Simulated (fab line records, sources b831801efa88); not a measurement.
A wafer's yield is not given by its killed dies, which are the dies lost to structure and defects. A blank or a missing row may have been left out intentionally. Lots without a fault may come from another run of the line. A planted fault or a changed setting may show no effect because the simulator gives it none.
Struck lot and sound lot, side by side | flow sfq line | 37 steps out of a route of 325
Sound: these wafers, L840.1, L840.2, L840.5. Struck: wafers L853.1, L853.2, L853.4. Last of all comes the cause.
Order at every step that has rows: each side's tool, ch and its chambers, its first start. Under that, the readings that differ: sound wafers | struck wafers | difference of the means | sigmas: that difference in standard deviations of wafers without a fault.
alike: readings whose means differ by less than 2 such deviations, and words and numbers that are the same on both sides. not compared: withheld readings, readings that some wafer has no value for, bounds like >300 that may hide the same value, and numbers for which the record gives no deviation and whose values overlap.
A row with sigmas, a row that says differs or no value, or rows on one side alone: a step with any of these is where the two part. When numbers do not overlap yet have no deviation, they are printed without sigmas and do not part them. A reading that every wafer of one side lacks parts them only if that side has two wafers or more.

first, 6 steps without rows for these wafers: SFQ_TRILAYER_M4_LITHO_COAT_098 (resist thk 62 nm); SFQ_TRILAYER_M4_LITHO_COAT_093 (resist thk 600 nm); SFQ_TRILAYER_M4_LITHO_SOFTBAKE_097; SFQ_TRILAYER_M4_LITHO_EXPOSE_094 (exposes mask M4, target cd 500 nm); SFQ_TRILAYER_M4_LITHO_PEB_096 (peb time 60 s); SFQ_TRILAYER_M4_LITHO_DEVELOP_095 (time 60 s).
SFQ_M4_OVL_MEAS_926:
  sound on overlay-01, day 59 05:41; struck on overlay-01, day 62 02:13
  alike: M4_OVL
SFQ_TRILAYER_M4_BARC_OPEN_METAL_ETCH_123: etches BARC in O2, target depth 125 nm, time 41.7 s.
  sound on rie metal-04 ch 0,1, day 59 05:44; struck on rie metal-03 ch 0,1, day 62 02:15
  alike: drypump motor current A, oes product au
  not compared: rf hours counter h
then, 3 steps without rows for these wafers: SFQ_TRILAYER_M4_ETCH_METAL_ETCH_096 (etches Nb in Cl2/Ar, stops on SiO2, target depth 240 nm, time 120 s); SFQ_TRILAYER_M4_STRIP_STRIP_097 (strips in O2); SFQ_TRILAYER_M4_STRIP_SOLV_CLEAN_098 (cleans in NMP, time 600 s).
SFQ_TRILAYER_I4_DEP_PECVD_099: deposits SiO2 from SiH4/N2O, time 111.11 s, target thk 500 nm.
  sound on pecvd-01 ch 0,1,2, day 59 06:41; struck on pecvd-03 ch 0,1,2, day 62 03:13
  no value came back on the struck wafers for chamber pressure Torr (Torr), heater power outer w (W), heater power w (W), throttle valve pct (%); on the sound wafers chamber pressure Torr (Torr) reads 2.390 2.403 2.397
SFQ_TRILAYER_I4_CMP_CMP_100: polishes SiO2.
  sound on cmp-02 ch 0,1, day 59 10:11; struck on cmp-02 ch 0,1,2, day 62 16:26
  reading                | sound       | struck | difference                    | sigmas
  time to endpoint s (s) | 213 217 228 | - - -  | no value on the struck wafers |
  alike: motor current A, retaining ring pressure frac
SFQ_I4_BOW_MEAS_927:
  sound on film metro-02, day 59 12:41; struck on film metro-04, day 62 19:26
  alike: I4_BOW
SFQ_TRILAYER_I4_METRO_MEASURE_101:
  sound on film metro-02, day 59 12:49; struck on film metro-04, day 62 19:34
then, 6 steps without rows for these wafers: SFQ_TRILAYER_I4_VIA_LITHO_COAT_108 (resist thk 62 nm); SFQ_TRILAYER_I4_VIA_LITHO_COAT_103 (resist thk 650 nm); SFQ_TRILAYER_I4_VIA_LITHO_SOFTBAKE_107; SFQ_TRILAYER_I4_VIA_LITHO_EXPOSE_104 (exposes mask I4, target cd 700 nm); SFQ_TRILAYER_I4_VIA_LITHO_PEB_106 (peb time 60 s); SFQ_TRILAYER_I4_VIA_LITHO_DEVELOP_105 (time 60 s).
-- the record jumps here: 4 days lie between the struck wafers' starts before and after --
SFQ_I4_OVL_MEAS_928:
  sound on overlay-02, day 64 00:04; struck on overlay-02, day 66 21:55
  alike: I4_OVL
then, 1 step without rows for these wafers: SFQ_TRILAYER_I4_VIA_BARC_OPEN_VIA_ETCH_146 (etches BARC in O2, target depth 125 nm, time 41.7 s).
SFQ_TRILAYER_I4_VIA_ETCH_VIA_ETCH_106: etches SiO2 in CHF3, stops on Nb, target depth 260 nm.
  sound on rie diel-04 ch 0,2,3, day 64 00:08; struck on rie diel-01 ch 0,2,3, day 66 21:59
  reading                     | sound             | struck            | difference | sigmas
  drypump motor current A (A) | 5.4 5.0 5.0       | 5.7 6.3 5.6       | +0.7       | +2
  oes product au (a.u.)       | 0.857 0.860 0.859 | 0.376 0.375 0.370 | -0.485     | -95
  model.etch.depth nm (nm)    | 201.3 202.2 201.7 | 0 0 0             | -202       |
SFQ_TRILAYER_I4_VIA_STRIP_STRIP_107: strips in O2.
  sound on rie metal-04 ch 0,1, day 64 00:16; struck on rie metal-01 ch 0,1, day 66 22:07
  alike: drypump motor current A, oes product au
  not compared: rf hours counter h
then, 2 steps without rows for these wafers: SFQ_TRILAYER_I4_VIA_STRIP_SOLV_CLEAN_108 (cleans in NMP, time 600 s); SFQ_TRILAYER_JJ_TRILAYER_DEP_PRE_CLEAN_113 (time 22.5 s).
SFQ_TRILAYER_JJ_TRILAYER_DEP_SPUTTER_109: material Nb, target thk 150 nm, time 100 s.
  sound on pvd sputter-05, day 64 01:04; struck on pvd sputter-05, day 66 22:55
  alike: throttle valve pct
SFQ_TRILAYER_JJ_TRILAYER_DEP_SPUTTER_110: material Al, target thk 8 nm, time 10 s.
  sound on pvd sputter-05, day 64 01:08; struck on pvd sputter-05, day 66 22:59
  alike: throttle valve pct
then, 2 steps without rows for these wafers: SFQ_TRILAYER_JJ_TRILAYER_DEP_AL_OXIDATION_111 (oxidation time 600 s); SFQ_TRILAYER_JJ_TRILAYER_DEP_SPUTTER_112 (material Nb, target thk 170 nm, time 113.3 s).
SFQ_JJ_RS_MEAS_929: measures by four-point-probe.
  sound on film metro-04, day 64 02:14; struck on film metro-04, day 67 00:05
  alike: JJ_NB_RS
then, 3 steps without rows for these wafers: SFQ_TRILAYER_JJ_CE_LITHO_COAT_119 (resist thk 62 nm); SFQ_TRILAYER_JJ_CE_LITHO_COAT_114 (resist thk 600 nm); SFQ_TRILAYER_JJ_CE_LITHO_SOFTBAKE_118.
-- the record jumps here: 4 days lie between the struck wafers' starts before and after --
SFQ_TRILAYER_JJ_CE_LITHO_EXPOSE_115: exposes mask J5, target cd 700 nm.
  struck on krf scanner-01, day 71 11:38; sound on krf scanner-02 ch 0, day 68 12:16
  no value came back on the struck wafers for exposure dose mJ cm2, focus offset nm (nm); on the sound wafers exposure dose mJ cm2 reads 14.396 14.400 14.411
  alike: mask
then, 1 step without rows for these wafers: SFQ_TRILAYER_JJ_CE_LITHO_PEB_117 (peb time 60 s).

## WHERE THEY PART
At SFQ_TRILAYER_I4_DEP_PECVD_099 first; at SFQ_TRILAYER_JJ_CE_LITHO_EXPOSE_115 last (within this record only).

WHY: what had been put in by the simulator
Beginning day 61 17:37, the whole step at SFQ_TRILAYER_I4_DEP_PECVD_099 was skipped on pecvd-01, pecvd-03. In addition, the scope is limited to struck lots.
